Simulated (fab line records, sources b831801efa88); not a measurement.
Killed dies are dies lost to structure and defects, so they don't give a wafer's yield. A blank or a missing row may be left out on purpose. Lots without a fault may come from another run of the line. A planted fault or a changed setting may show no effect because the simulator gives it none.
fab line records | flow sky130
record lots=11 wafers=33 last_day=50
route steps=708 shown METAL1@434 VIA4@642 PASSIVATION@693 PAD_OPEN@708
lots that met no fault: from a run of the same line without faults
start_h: hours from the record's first day to the start of the lot's first wafer shown | wait_h: hours since the lot's step before | " the same as in the row above | L1.1+2: a row that stands for several wafers | - no value, or no start given | * or withheld: withheld | < > ~ a bound
route shown NAME@n: a module of which the file shows steps, and the number in the route of the first | usual: mean/standard deviation of fault-free wafers | same: alike in all rows | chamber/n: place in a boat | sites: the reading at each site | _std_site: their standard deviation | _edge_site: outer sites' mean less inner sites' | radius_mm: how far each site lies from the wafer's centre | mask NAME#n: copy n | behind: the tool/chamber that last shaped the wafer | hold: why the lot was held/for how many hours/how that ended | device: the transistor (n, p or np) that didn't switch | end of line: the same wafers' tests at the end of the route | a step without rows: its recipe alone | killed: dies lost to structure and defects at the first sort, not the wafer's yield | map: a wafer's dies, x killed, . not, _ none there
set.NAME: the setting as run; set.NAME@STEP: as run at that earlier step | model.NAME: the simulator's own value behind a step, which no gauge read
steps of the route over a sample of lots; a table a step, a row a wafer
services: from which hour (start_h, from the record's first day; less than 0 if before it) a tool's chamber was out of use, for how many hours, and why
## steps
# step SKY_METAL1_SPUTTER_00
# recipe material=Ti target_thk_nm=15 power_w=3000 time_s=10 chamber_pressure_pa=0.4
# usual throttle_valve_pct=29.6/0.66
# columns lot.wafer tool chamber start_h wait_h throttle_valve_pct
L881.1 pvd_sputter-03 - 730.01 0.1 29.5
L881.4 " - " " 29.6
L881.5 " - " " 29.6
L883.2 pvd_sputter-03 - 753.88 0.1 29.7
L883.5 " - " " 28.9
L883.6 " - " " 29.8
L884.1 pvd_sputter-02 - 760.79 0.1 29.0
L884.2 " - " " 29.9
L884.3 " - " " 30.2
L885.2 pvd_sputter-04 - 769.69 0.2 28.9
L885.5 " - " " 29.2
L885.6 " - " " 30.1
L886.1 pvd_sputter-02 - 772.43 0.2 30.8
L886.3 " - " " 29.1
L886.6 " - " " 28.9
L888.1 pvd_sputter-03 - 798.99 0.2 28.7
L888.2 " - " " 29.2
L888.5 " - " " 29.4
L890.1 pvd_sputter-04 - 809.43 0.1 29.2
L890.4 " - " " 29.6
L890.6 " - " " 30.2
L891.1 pvd_sputter-04 - 812.93 0.2 29.1
L891.2 " - " " 29.9
L891.4 " - " " 29.2
L894.1 pvd_sputter-04 - 834.88 0.1 29.2
L894.4 " - " " 30.5
L894.5 " - " " 30.6
L895.2 pvd_sputter-04 - 841.40 0.1 29.0
L895.3 " - " " 29.1
L895.5 " - " " 29.1
L904.1 pvd_sputter-03 - 901.26 0.1 29.0
L904.3 " - " " 28.7
L904.4 " - " " 29.3
# step SKY_VIA4_BOW_MEAS_03
# recipe mode=bow
# usual VIA4_BOW=82/8.2
# columns lot.wafer tool chamber start_h wait_h VIA4_BOW[um]
L881.1 film_metro-04 - 973.83 0.2 91
L881.4 " - " " 95
L881.5 " - " " 99
L883.2 film_metro-02 - 995.45 0.3 86
L883.5 " - " " 87
L883.6 " - " " 85
L884.1 film_metro-03 - 1001.62 0.2 79
L884.2 " - " " 81
L884.3 " - " " 82
L885.2 film_metro-04 - 1008.90 0.2 84
L885.5 " - " " 71
L885.6 " - " " 75
L886.1 film_metro-03 - 1009.64 0.2 84
L886.3 " - " " 76
L886.6 " - " " 71
L888.1 film_metro-02 - 1034.50 0.1 89
L888.2 " - " " 82
L888.5 " - " " 65
L890.1 film_metro-02 - 1042.71 0.2 83
L890.4 " - " " 90
L890.6 " - " " 72
L891.1 film_metro-02 - 1045.67 0.2 75
L891.2 " - " " 82
L891.4 " - " " 95
L894.1 film_metro-02 - 1066.37 0.2 83
L894.4 " - " " 91
L894.5 " - " " 85
L895.2 film_metro-04 - 1069.10 0.2 64
L895.3 " - " " 78
L895.5 " - " " 69
L904.1 film_metro-03 - 1119.98 0.1 91
L904.3 " - " " 100
L904.4 " - " " 91
# step SKY_VIA4_STRIP_13
# recipe chemistry=O2/N2 power_w=1400 pressure_mtorr=1500 platen_temp_c=withheld o2_flow_sccm=3000 n2_flow_sccm=300 overash_fraction=0.5
# usual drypump_motor_current_A=5.4/0.53 o2_flow_sccm=2999/8.8 oes_product_au=0.710/0.0046 strip_time_to_endpoint_s=12.69/0.043
# columns lot.wafer tool chamber start_h wait_h drypump_motor_current_A o2_flow_sccm oes_product_au rf_hours_counter_h strip_time_to_endpoint_s
L881.1 plasma_asher-03 0 997.91 - 5.7 3003 0.707 89 12.69
L881.4 " 1 " " 4.6 3012 0.715 - 12.66
L881.5 " 0 " " 5.7 2993 0.710 - 12.69
L883.2 plasma_asher-03 1 1019.07 - 4.6 2998 0.701 91 12.61
L883.5 " 1 " " 4.6 3008 0.706 - 12.63
L883.6 " 0 " " 5.7 3002 0.707 - 12.66
L884.1 plasma_asher-03 1 1024.96 - 4.7 3007 0.718 91 12.62
L884.2 " 0 " " 5.7 2993 0.702 91 12.65
L884.3 " 1 " " 4.7 2991 0.713 - 12.58
L885.2 plasma_asher-03 0 1032.11 - 5.7 2986 0.710 92 12.68
L885.5 " 1 " " 4.7 2999 0.713 - 12.67
L885.6 " 0 " " 5.8 2996 0.709 - 12.69
L886.1 plasma_asher-04 1 1032.57 - 5.4 2998 0.717 113 12.69
L886.3 " 0 " " 6.3 3011 0.700 - 12.67
L886.6 " 1 " " 5.5 3015 0.720 - 12.67
L888.1 plasma_asher-01 0 1056.56 - 4.9 2996 0.711 60 12.71
L888.2 " 1 " " 5.5 3007 0.701 60 12.69
L888.5 " 0 " " 4.9 3001 0.710 - 12.77
L890.1 plasma_asher-03 0 1064.11 - 5.7 2983 0.714 96 12.71
L890.4 " 1 " " 4.6 2985 0.708 - 12.67
L890.6 " 1 " " 4.7 2989 0.711 - 12.70
L891.1 plasma_asher-03 0 1067.36 - 5.7 2998 0.710 96 12.66
L891.2 " 1 " " 4.6 2999 0.710 96 12.65
L891.4 " 0 " " 5.7 2993 0.714 - 12.64
L894.1 plasma_asher-03 1 1086.97 - 4.6 2983 0.704 98 12.74
L894.4 " 0 " " 5.7 3021 0.711 - 12.72
L894.5 " 1 " " 4.6 3004 0.709 - 12.71
L895.2 plasma_asher-04 0 1089.76 - 6.3 2987 0.706 2 12.71
L895.3 " 0 " " 6.3 2991 0.704 - 12.76
L895.5 " 0 " " 6.3 2993 0.701 - 12.70
L904.1 plasma_asher-01 0 1139.16 - 4.9 2992 0.712 68 12.66
L904.3 " 1 " " 5.5 2991 0.710 - 12.72
L904.4 " 0 " " 5.0 3000 0.708 - 12.74
# step SKY_PASSIVATION_STRIP_12
# recipe chemistry=O2/N2 power_w=1400 pressure_mtorr=1500 platen_temp_c=withheld overash_fraction=0.7 o2_flow_sccm=3000 n2_flow_sccm=300
# usual drypump_motor_current_A=5.8/0.52 o2_flow_sccm=2999/9 oes_product_au=0.661/0.0049 strip_time_to_endpoint_s=31.52/0.11
# columns lot.wafer tool chamber start_h wait_h drypump_motor_current_A o2_flow_sccm oes_product_au rf_hours_counter_h strip_time_to_endpoint_s
L881.1 plasma_asher-04 1 1046.07 0.1 5.5 3012 0.666 114 31.37
L881.4 " 0 " " 6.3 3013 0.654 - 31.42
L881.5 " 0 " " 6.3 2997 0.656 - 31.54
L883.2 plasma_asher-03 0 1065.31 0.1 5.7 3007 0.663 96 31.33
L883.5 " 0 " " 5.7 3012 0.664 - 31.53
L883.6 " 1 " " 4.6 2998 0.658 - 31.46
L884.1 plasma_asher-02 1 1071.41 0.1 5.8 2996 0.660 36 31.51
L884.2 " 0 " " 6.2 3004 0.672 36 31.36
L884.3 " 1 " " 5.8 2999 0.653 - 31.41
L885.2 plasma_asher-04 0 1077.85 0.1 6.3 3005 0.655 1 31.44
L885.5 " 0 " " 6.3 3009 0.656 - 31.31
L885.6 " 1 " " 5.4 2998 0.664 - 31.50
L886.1 plasma_asher-02 0 1078.55 0.1 6.2 2985 0.657 37 31.53
L886.3 " 0 " " 6.2 2997 0.660 - 31.56
L886.6 " 1 " " 5.8 2984 0.669 - 31.50
L888.1 plasma_asher-04 1 1100.21 0.1 5.4 2995 0.654 3 31.64
L888.2 " 0 " " 6.3 3002 0.667 3 31.46
L888.5 " 1 " " 5.5 2998 0.658 - 31.48
L890.1 plasma_asher-02 0 1107.56 0.1 6.2 3006 0.655 39 31.72
L890.4 " 0 " " 6.2 2996 0.664 - 31.63
L890.6 " 1 " " 5.8 2992 0.659 - 31.58
L891.1 plasma_asher-04 1 1110.81 0.1 5.5 3006 0.655 4 31.69
L891.2 " 0 " " 6.3 3012 0.658 4 31.66
L891.4 " 1 " " 5.5 3015 0.659 - 31.80
L894.1 plasma_asher-04 0 1129.30 0.1 6.4 3010 0.666 6 31.56
L894.4 " 0 " " 6.3 3006 0.663 - 31.59
L894.5 " 0 " " 6.3 2999 0.659 - 31.61
L895.2 plasma_asher-03 0 1131.96 0.1 5.8 3004 0.659 102 31.41
L895.3 " 1 " " 4.6 3010 0.671 - 31.49
L895.5 " 1 " " 4.7 3000 0.664 - 31.68
L904.1 plasma_asher-02 0 1176.75 0.1 6.2 2995 0.663 46 31.54
L904.3 " 1 " " 5.8 3003 0.650 - 31.37
L904.4 " 0 " " 6.2 3005 0.666 - 31.44
# step SKY_PAD_OPEN_PROBE_99
# usual defect_limited_yield=82.6/1.9 killed_at_M0_to_M3=43/6.9 killed_at_M4_up=3.2/2 killed_at_contacts=25/5.1 killed_at_front_end=15/4.5 killed_at_other=0.2/0.51 killed_dies=85/9.5 killed_open=48/6.9 killed_short=38/6.7 sort_bin_3_pad_short=0.8/0.4 sort_bin_5_function=10.2/1.6 sort_bin_6_memory=6.4/1.1 sort_n_pass=407/9.5 sort_yield_pct=82.6/1.9
# same gross_dies=492 killed_at_back_side=0 sort_bin_4_leakage[%]=0 sort_bin_8_speed[%]=0
# columns lot.wafer tool chamber start_h wait_h hold defect_limited_yield[%] killed_at_M0_to_M3 killed_at_M4_up killed_at_contacts killed_at_front_end killed_at_other killed_dies killed_open killed_short sort_bin_3_pad_short[%] sort_bin_5_function[%] sort_bin_6_memory[%] sort_n_pass sort_yield_pct[%]
L881.1 prober-02 - 1070.15 0.1 - 85.4 43 1 17 11 0 72 41 31 0.6 8.5 5.5 420 85.4
L881.4 prober-02 - 1070.30 0.2 - 80.5 45 1 28 22 0 96 47 49 0.6 10.4 8.5 396 80.5
L881.5 prober-02 - 1070.35 0.2 - 81.3 46 2 31 13 0 92 54 38 0.6 11.2 6.9 400 81.3
L883.2 prober-02 - 1087.87 0.1 - 82.5 44 6 20 16 0 86 48 38 0.4 10.8 6.3 406 82.5
L883.5 prober-02 - 1088.02 0.2 - 83.3 38 2 24 18 0 82 46 36 0.4 9.1 7.1 410 83.3
L883.6 prober-02 - 1088.07 0.2 - 83.7 34 1 21 23 1 80 45 35 0.6 8.9 6.7 412 83.7
L884.1 prober-01 - 1093.95 0.1 - 85.2 39 6 21 7 0 73 41 32 0.8 8.5 5.5 419 85.2
L884.2 prober-01 - 1094.00 0.1 - 79.7 41 3 31 25 0 100 50 50 0.8 13.2 6.3 392 79.7
L884.3 prober-01 - 1094.05 0.2 - 83.3 31 3 31 17 0 82 49 33 0.6 12.4 3.7 410 83.3
L885.2 prober-02 - 1100.33 0.1 - 81.3 41 4 36 11 0 92 49 43 1.0 12.0 5.7 400 81.3
L885.5 prober-02 - 1100.48 0.2 - 83.3 44 4 24 10 0 82 50 32 0.6 9.8 6.3 410 83.3
L885.6 prober-02 - 1100.53 0.2 - 83.1 43 2 25 13 0 83 49 34 0.2 9.8 6.9 409 83.1
L886.1 prober-01 - 1101.39 0.1 - 82.1 45 3 28 12 0 88 63 25 0.2 10.2 7.5 404 82.1
L886.3 prober-01 - 1101.49 0.2 - 82.9 37 4 26 17 0 84 55 29 0.8 8.5 7.7 408 82.9
L886.6 prober-01 - 1101.64 0.2 - 81.9 38 1 29 21 0 89 50 39 1.0 10.4 6.7 403 81.9
L888.1 prober-01 - 1123.01 0.1 - 82.7 46 1 23 15 0 85 49 36 1.2 7.7 8.3 407 82.7
L888.2 prober-01 - 1123.06 0.1 - 82.5 40 3 28 15 0 86 44 42 1.2 10.4 5.9 406 82.5
L888.5 prober-01 - 1123.21 0.2 - 87.8 27 4 17 12 0 60 34 26 1.0 6.7 4.5 432 87.8
L890.1 prober-01 - 1129.66 0.1 - 84.6 41 2 21 12 0 76 44 32 0.8 8.1 6.5 416 84.6
L890.4 prober-01 - 1129.81 0.2 - 82.7 46 2 26 11 0 85 51 34 0.6 10.4 6.3 407 82.7
L890.6 prober-01 - 1129.91 0.2 - 85.0 35 1 26 12 0 74 40 34 0.4 8.7 5.9 418 85.0
L891.1 prober-02 - 1132.22 0.1 - 84.3 36 0 26 13 2 77 41 36 0.4 9.3 5.9 415 84.3
L891.2 prober-02 - 1132.27 0.1 - 83.7 40 6 19 15 0 80 41 39 0.2 10.6 5.5 412 83.7
L891.4 prober-02 - 1132.37 0.2 - 84.8 37 2 23 13 0 75 49 26 0.4 8.9 5.9 417 84.8
L894.1 prober-01 - 1150.01 0.1 await_dispo/7.0h/release 68.7 109 4 19 21 1 154 52 38 4.7 19.3 7.3 338 68.7
L894.4 prober-01 - 1150.16 0.2 await_dispo/7.0h/release 84.1 32 6 28 11 1 78 42 36 1.4 9.1 5.3 414 84.1
L894.5 prober-01 - 1150.21 0.2 await_dispo/7.0h/release 83.5 35 3 21 21 1 81 45 36 1.0 10.0 5.5 411 83.5
L895.2 prober-02 - 1152.52 0.1 await_dispo/4.5h/release 74.2 100 1 16 9 1 127 28 34 4.3 14.4 7.1 365 74.2
L895.3 prober-02 - 1152.57 0.2 await_dispo/4.5h/release 82.1 43 2 29 14 0 88 56 32 1.0 11.8 5.1 404 82.1
L895.5 prober-02 - 1152.67 0.2 await_dispo/4.5h/release 73.4 106 5 13 7 0 131 40 30 2.6 16.5 7.5 361 73.4
L904.1 prober-01 - 1194.58 0.1 - 85.8 24 2 29 15 0 70 39 31 0.4 7.5 6.3 422 85.8
L904.3 prober-01 - 1194.68 0.2 - 82.5 39 2 33 12 0 86 49 37 0.6 10.0 6.9 406 82.5
L904.4 prober-01 - 1194.73 0.2 - 85.2 36 3 18 16 0 73 44 29 1.0 10.0 3.9 419 85.2
# killed by level:class
L881.1 VIA1:geometric_particle:open=14 LI_CONTACT:geometric_particle:open=6 METAL2:geometric_particle:short=6 VIA2:geometric_particle:open=6 CONTACT:geometric_particle:open=5 METAL1:geometric_particle:short=5 FIELD_ISO:geometric_particle:short=3 LOCAL_INTERCONNECT:geometric_particle:short=3
L881.4 CONTACT:geometric_particle:open=9 FIELD_ISO:geometric_particle:open=8 VIA1:geometric_particle:open=7 LI_CONTACT:geometric_particle:open=6 LOCAL_INTERCONNECT:geometric_particle:short=6 CONTACT:geometric_particle:short=6 VIA1:geometric_particle:short=6 VIA3:geometric_particle:open=6
L881.5 VIA1:geometric_particle:open=13 LI_CONTACT:geometric_particle:open=11 VIA3:geometric_particle:open=10 CONTACT:geometric_particle:open=6 LOCAL_INTERCONNECT:geometric_particle:short=5 VIA1:geometric_particle:short=5 METAL2:geometric_particle:short=5 CONTACT:geometric_particle:short=4
L883.2 VIA1:geometric_particle:open=12 VIA3:geometric_particle:open=8 LI_CONTACT:geometric_particle:open=6 CONTACT:geometric_particle:short=6 VIA1:geometric_particle:short=5 VIA2:geometric_particle:open=5 FIELD_ISO:geometric_particle:open=4 POLY_GATE:geometric_particle:short=4
L883.5 CONTACT:geometric_particle:open=11 FIELD_ISO:geometric_particle:open=7 VIA1:geometric_particle:open=6 VIA2:geometric_particle:open=6 VIA3:geometric_particle:open=6 CONTACT:geometric_particle:short=5 POLY_GATE:geometric_particle:short=4 METAL1:geometric_particle:short=4
L883.6 CONTACT:geometric_particle:open=8 POLY_GATE:geometric_particle:short=7 VIA2:geometric_particle:open=7 FIELD_ISO:geometric_particle:open=6 CONTACT:geometric_particle:short=6 VIA3:geometric_particle:open=6 VIA1:geometric_particle:open=5 LI_CONTACT:geometric_particle:open=4
L884.1 VIA1:geometric_particle:open=12 CONTACT:geometric_particle:open=6 LI_CONTACT:geometric_particle:open=5 VIA2:geometric_particle:open=5 METAL4:geometric_particle:short=5 LOCAL_INTERCONNECT:geometric_particle:short=4 CONTACT:geometric_particle:short=4 METAL1:geometric_particle:short=4
L884.2 CONTACT:geometric_particle:open=12 METAL2:geometric_particle:short=9 POLY_GATE:geometric_particle:open=8 METAL1:geometric_particle:short=7 POLY_GATE:geometric_particle:short=7 VIA3:geometric_particle:open=6 VIA1:geometric_particle:open=6 FIELD_ISO:geometric_particle:short=5
L884.3 CONTACT:geometric_particle:open=13 LI_CONTACT:geometric_particle:open=8 VIA3:geometric_particle:open=8 FIELD_ISO:geometric_particle:open=5 METAL1:geometric_particle:short=5 VIA1:geometric_particle:open=5 FIELD_ISO:geometric_particle:short=4 POLY_GATE:geometric_particle:short=4
L885.2 CONTACT:geometric_particle:open=11 CONTACT:geometric_particle:short=9 VIA3:geometric_particle:open=8 VIA2:geometric_particle:open=7 LI_CONTACT:geometric_particle:open=6 METAL1:geometric_particle:short=6 FIELD_ISO:geometric_particle:open=4 LI_CONTACT:geometric_particle:short=4
L885.5 VIA1:geometric_particle:open=13 VIA3:geometric_particle:open=9 CONTACT:geometric_particle:open=8 LI_CONTACT:geometric_particle:open=6 LOCAL_INTERCONNECT:geometric_particle:short=5 METAL2:geometric_particle:short=4 VIA1:geometric_particle:short=4 VIA2:geometric_particle:open=4
L885.6 VIA1:geometric_particle:open=8 VIA3:geometric_particle:open=8 CONTACT:geometric_particle:open=7 LI_CONTACT:geometric_particle:open=6 CONTACT:geometric_particle:short=6 METAL2:geometric_particle:open=5 FIELD_ISO:geometric_particle:short=4 METAL1:geometric_particle:short=4
L886.1 VIA1:geometric_particle:open=17 LI_CONTACT:geometric_particle:open=10 CONTACT:geometric_particle:open=10 VIA2:geometric_particle:open=9 VIA3:geometric_particle:open=7 POLY_GATE:geometric_particle:short=4 LOCAL_INTERCONNECT:geometric_particle:short=4 VIA1:geometric_particle:short=4
L886.3 CONTACT:geometric_particle:open=10 VIA1:geometric_particle:open=10 VIA2:geometric_particle:open=10 POLY_GATE:geometric_particle:short=6 LI_CONTACT:geometric_particle:open=6 VIA3:geometric_particle:open=6 METAL1:geometric_particle:short=5 FIELD_ISO:geometric_particle:open=4
L886.6 CONTACT:geometric_particle:open=12 VIA1:geometric_particle:open=9 LI_CONTACT:geometric_particle:open=7 FIELD_ISO:geometric_particle:short=5 POLY_GATE:geometric_particle:open=5 LOCAL_INTERCONNECT:geometric_particle:short=5 VIA1:geometric_particle:short=5 METAL1:geometric_particle:short=4
L888.1 VIA1:geometric_particle:open=19 CONTACT:geometric_particle:open=7 LI_CONTACT:geometric_particle:short=6 LI_CONTACT:geometric_particle:open=6 FIELD_ISO:geometric_particle:short=5 VIA3:geometric_particle:open=5 METAL1:geometric_particle:short=3 VIA1:geometric_particle:short=3
L888.2 CONTACT:geometric_particle:open=10 VIA1:geometric_particle:open=10 FIELD_ISO:geometric_particle:short=6 LI_CONTACT:geometric_particle:open=6 METAL2:geometric_particle:short=6 CONTACT:geometric_particle:short=5 VIA3:geometric_particle:open=5 FIELD_ISO:geometric_particle:open=4
L888.5 CONTACT:geometric_particle:open=6 VIA1:geometric_particle:open=6 LI_CONTACT:geometric_particle:open=5 VIA2:geometric_particle:open=4 METAL1:geometric_particle:short=3 LI_CONTACT:geometric_particle:short=3 METAL4:geometric_particle:short=3 VIA1:geometric_particle:short=3
L890.1 CONTACT:geometric_particle:open=13 VIA1:geometric_particle:open=10 METAL2:geometric_particle:short=7 VIA1:geometric_particle:short=6 METAL1:geometric_particle:short=6 VIA2:geometric_particle:open=6 FIELD_ISO:geometric_particle:open=3 LI_CONTACT:geometric_particle:open=3
L890.4 VIA1:geometric_particle:open=11 CONTACT:geometric_particle:open=10 VIA3:geometric_particle:open=8 LI_CONTACT:geometric_particle:open=7 METAL2:geometric_particle:short=6 VIA2:geometric_particle:open=5 POLY_GATE:geometric_particle:short=4 VIA1:geometric_particle:short=4
L890.6 VIA1:geometric_particle:open=14 CONTACT:geometric_particle:open=9 LOCAL_INTERCONNECT:geometric_particle:short=8 CONTACT:geometric_particle:short=5 VIA1:geometric_particle:short=5 POLY_GATE:geometric_particle:open=4 FIELD_ISO:geometric_particle:open=3 VIA2:geometric_particle:open=3
L891.1 VIA1:geometric_particle:open=10 METAL2:geometric_particle:short=8 LI_CONTACT:geometric_particle:open=7 CONTACT:geometric_particle:open=7 FIELD_ISO:geometric_particle:short=6 LOCAL_INTERCONNECT:geometric_particle:short=6 VIA2:geometric_particle:open=5 POLY_GATE:geometric_particle:open=4
L891.2 VIA1:geometric_particle:open=10 CONTACT:geometric_particle:open=8 METAL1:geometric_particle:short=6 LI_CONTACT:geometric_particle:open=5 VIA1:geometric_particle:short=5 FIELD_ISO:geometric_particle:open=4 FIELD_ISO:geometric_particle:short=4 VIA2:geometric_particle:open=4
L891.4 CONTACT:geometric_particle:open=12 LI_CONTACT:geometric_particle:open=8 VIA1:geometric_particle:open=7 VIA2:geometric_particle:open=6 METAL2:geometric_particle:short=5 POLY_GATE:geometric_particle:open=4 VIA3:geometric_particle:open=4 VIA1:geometric_particle:short=4
L894.1 METAL1:unspecified=64 CONTACT:geometric_particle:open=10 VIA1:geometric_particle:open=9 POLY_GATE:geometric_particle:short=8 VIA2:geometric_particle:open=8 VIA3:geometric_particle:open=8 VIA1:geometric_particle:short=6 LI_CONTACT:geometric_particle:open=5
L894.4 CONTACT:geometric_particle:open=13 VIA1:geometric_particle:open=10 POLY_GATE:geometric_particle:short=5 CONTACT:geometric_particle:short=5 LI_CONTACT:geometric_particle:open=5 VIA2:geometric_particle:open=5 METAL3:geometric_particle:short=4 METAL4:geometric_particle:short=4
L894.5 VIA1:geometric_particle:open=10 CONTACT:geometric_particle:open=8 VIA2:geometric_particle:open=7 CONTACT:geometric_particle:short=6 FIELD_ISO:geometric_particle:open=5 LI_CONTACT:geometric_particle:open=5 POLY_GATE:geometric_particle:short=4 METAL1:geometric_particle:short=4
L895.2 METAL1:unspecified=65 METAL2:geometric_particle:short=8 CONTACT:geometric_particle:open=6 LOCAL_INTERCONNECT:geometric_particle:short=5 VIA1:geometric_particle:short=5 LI_CONTACT:geometric_particle:open=4 METAL1:geometric_particle:short=4 POLY_GATE:geometric_particle:short=3
L895.3 VIA1:geometric_particle:open=15 CONTACT:geometric_particle:open=12 VIA3:geometric_particle:open=8 LI_CONTACT:geometric_particle:open=8 METAL2:geometric_particle:short=6 FIELD_ISO:geometric_particle:open=4 FIELD_ISO:geometric_particle:short=3 LI_CONTACT:geometric_particle:short=3
L895.5 METAL1:unspecified=61 VIA1:geometric_particle:open=11 VIA3:geometric_particle:open=6 VIA1:geometric_particle:short=5 CONTACT:geometric_particle:open=5 METAL2:geometric_particle:short=5 VIA2:geometric_particle:open=5 FIELD_ISO:geometric_particle:open=4
L904.1 CONTACT:geometric_particle:open=13 VIA1:geometric_particle:open=7 LI_CONTACT:geometric_particle:open=5 POLY_GATE:geometric_particle:open=4 LI_CONTACT:geometric_particle:short=4 LOCAL_INTERCONNECT:geometric_particle:short=4 POLY_GATE:geometric_particle:short=3 METAL1:geometric_particle:short=3
L904.3 VIA1:geometric_particle:open=11 CONTACT:geometric_particle:open=10 LI_CONTACT:geometric_particle:open=8 CONTACT:geometric_particle:short=7 VIA3:geometric_particle:open=6 POLY_GATE:geometric_particle:open=5 LOCAL_INTERCONNECT:geometric_particle:short=5 VIA1:geometric_particle:short=5
L904.4 CONTACT:geometric_particle:open=11 VIA3:geometric_particle:open=9 METAL1:geometric_particle:short=7 FIELD_ISO:geometric_particle:short=5 VIA1:geometric_particle:open=5 METAL2:geometric_particle:short=4 VIA2:geometric_particle:open=4 METAL3:geometric_particle:short=4
## services
# columns tool chamber start_h hours kind
plasma_asher-04 - 719.60 3.7 repair
plasma_asher-02 - 733.75 9.0 pm
pvd_sputter-02 - 751.63 0.9 repair
plasma_asher-01 - 769.67 47.9 repair
plasma_asher-03 - 790.26 19.0 repair
plasma_asher-02 - 799.38 1.9 repair
plasma_asher-01 - 804.78 1.5 repair
plasma_asher-04 - 819.50 62.9 repair
pvd_sputter-03 - 822.34 6.6 repair
plasma_asher-02 - 849.75 0.4 repair
plasma_asher-02 - 888.90 4.2 repair
plasma_asher-02 - 916.39 10.0 pm
pvd_sputter-04 - 957.61 5.4 repair
plasma_asher-03 - 964.60 3.2 repair
plasma_asher-04 - 989.67 2.8 repair
pvd_sputter-04 - 1001.08 3.2 repair
plasma_asher-04 - 1027.38 3.0 repair
plasma_asher-02 - 1044.17 3.9 repair
plasma_asher-04 - 1055.25 9.0 pm
pvd_sputter-03 - 1083.21 2.2 repair
pvd_sputter-03 - 1091.29 7.5 repair
pvd_sputter-03 - 1121.59 2.4 repair
plasma_asher-02 - 1151.34 2.8 pm
pvd_sputter-03 - 1160.22 15.1 repair
## key
first_sign step=SKY_PAD_OPEN_PROBE_99 reading=killed_at_M0_to_M3 direction=up sigmas=9 usual=43 struck=105
effect step=SKY_PAD_OPEN_PROBE_99 reading=sort_bin_3_pad_short direction=up sigmas=7.7 usual=0.8 struck=3.9
met_at SKY_METAL1_SPUTTER_00
struck_lots L894,L895
struck_wafers L894.1,L895.2,L895.5
not_acting_at SKY_VIA4_BOW_MEAS_03,SKY_VIA4_STRIP_13,SKY_PASSIVATION_STRIP_12
onset_between 812.93 834.88
fault kind=chamber_particle_source tool=pvd_sputter-04 chamber=- onset_h=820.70 steps=SKY_METAL1_SPUTTER_00 rate_per_visit_cm2=1.3591 end_h=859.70 scope=struck_wafers_only
